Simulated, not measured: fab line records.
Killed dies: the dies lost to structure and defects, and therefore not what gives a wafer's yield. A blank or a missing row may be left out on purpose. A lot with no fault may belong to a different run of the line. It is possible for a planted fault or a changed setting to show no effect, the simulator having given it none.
A struck lot beside a sound one | flow gf180mcu | 14 steps out of a route of 602
Sound: the wafers L376.1, L376.5, L376.6. Struck: wafer L389.2 (L389.1, L389.6, from the same lot, were not struck and are left out); the cause is given at the end.
For every step that has rows: the tool of each side, followed by ch and its chambers, followed by its first start. Under that, the readings that differ: sound wafers | struck wafers | difference of the means | sigmas: that difference in standard deviations of wafers without a fault.
alike: a reading whose means differ by less than 2 such deviations, as well as words and numbers matching on both sides. not compared: withheld readings; readings where some wafer has no value; bounds like >300 that might hide an equal value; numbers whose values overlap and for which the record gives no deviation.
The two part at a step that has a row with sigmas, a row that says differs or no value, or rows on one side only. Numbers that don't overlap but have no deviation are shown without sigmas and don't part them. A reading missing from all wafers of one side parts the sides only when that side holds two or more wafers.

first, 4 steps without rows for these wafers: GF_V1_SOFTBAKE_10 (time 60 s); GF_V1_EXPOSE_11 (exposes mask Via1, target cd 260 nm); GF_V1_PEB_12 (peb time 90 s); GF_V1_DEVELOP_13 (develop time 60 s).
GF_V1_CD_MEAS_14 targets a cd of 260 nm.
  struck on cd-sem-01, day 24 17:50; sound on cd-sem-01, day 20 03:50
  reading    | sound             | struck | difference | sigmas
  cd-nm (nm) | 257.6 258.7 259.9 | 261.5  | +2.8       | +2
GF_V1_OVL_MEAS_15:
  struck on overlay-02, day 24 17:58; sound on overlay-02, day 20 03:57
  alike: V1_OVL
GF_V1_ETCH_16: etches BARC in N2/H2.
  sound on rie-diel-02 ch 0,2,3, day 20 03:59; struck on rie-diel-01 ch 0, day 24 18:00
  reading                | sound                | struck | difference | sigmas
  throttle-valve-pct (%) | 13.223 13.218 13.211 | 13.196 | -0.021     | -2
  alike: drypump-motor-current-A, oes-product-au
GF_V1_ETCH_17: etches SiO2 in C4F8/O2/Ar, stops on TiN, target depth 630 nm.
  sound on rie-diel-02 ch 0,2,3; struck on rie-diel-01 ch 0
  alike: oes-product-au
GF_V1_STRIP_18: strips in O2/N2.
  sound on plasma-asher-04 ch 0,1, day 20 04:07; struck on plasma-asher-02 ch 0, day 24 18:08
  reading                     | sound       | struck | difference | sigmas
  drypump-motor-current-A (A) | 5.5 5.4 5.7 | 6.5    | +1.0       | +2
  alike: heater-power-w, oes-product-au
  not compared: rf-hours-counter-h
then, 2 steps without rows for these wafers: GF_V1_STRIP_19 (strips in post etch residue remover, time 1200 s); GF_V1_CLEAN_20 (cleans in DIW).
GF_V1_SPUTTER_21: material Ti, target thk 15 nm, time 80.02 s.
  struck on pvd-sputter-02, day 24 18:40; sound on pvd-sputter-03, day 20 04:41
  alike: throttle-valve-pct
GF_V1_SPUTTER_22: material TiN, target thk 10 nm, time 40 s.
  struck on pvd-sputter-02, day 24 18:43; sound on pvd-sputter-03, day 20 04:45
  reading                                | sound            | struck | difference | sigmas
  model.TiN_of_V1_SPUTTER_22.thk-nm (nm) | 9.79 9.857 9.938 | 7.013  | -2.849     |
  alike: throttle-valve-pct
GF_V1_CVD_23: deposits W, target thk 350 nm, time 105.05 s.
  sound on cvd-w-02 ch 0, day 20 04:47; struck on cvd-w-01 ch 1, day 24 18:46
  alike: heater-power-w

## WHERE THEY PART
At GF_V1_CD_MEAS_14 first; at GF_V1_STRIP_18 last (within this record only). Later steps at which nothing parts them and some readings are alike: GF_V1_SPUTTER_21, GF_V1_SPUTTER_22, GF_V1_CVD_23.

WHY: what the simulator had put in
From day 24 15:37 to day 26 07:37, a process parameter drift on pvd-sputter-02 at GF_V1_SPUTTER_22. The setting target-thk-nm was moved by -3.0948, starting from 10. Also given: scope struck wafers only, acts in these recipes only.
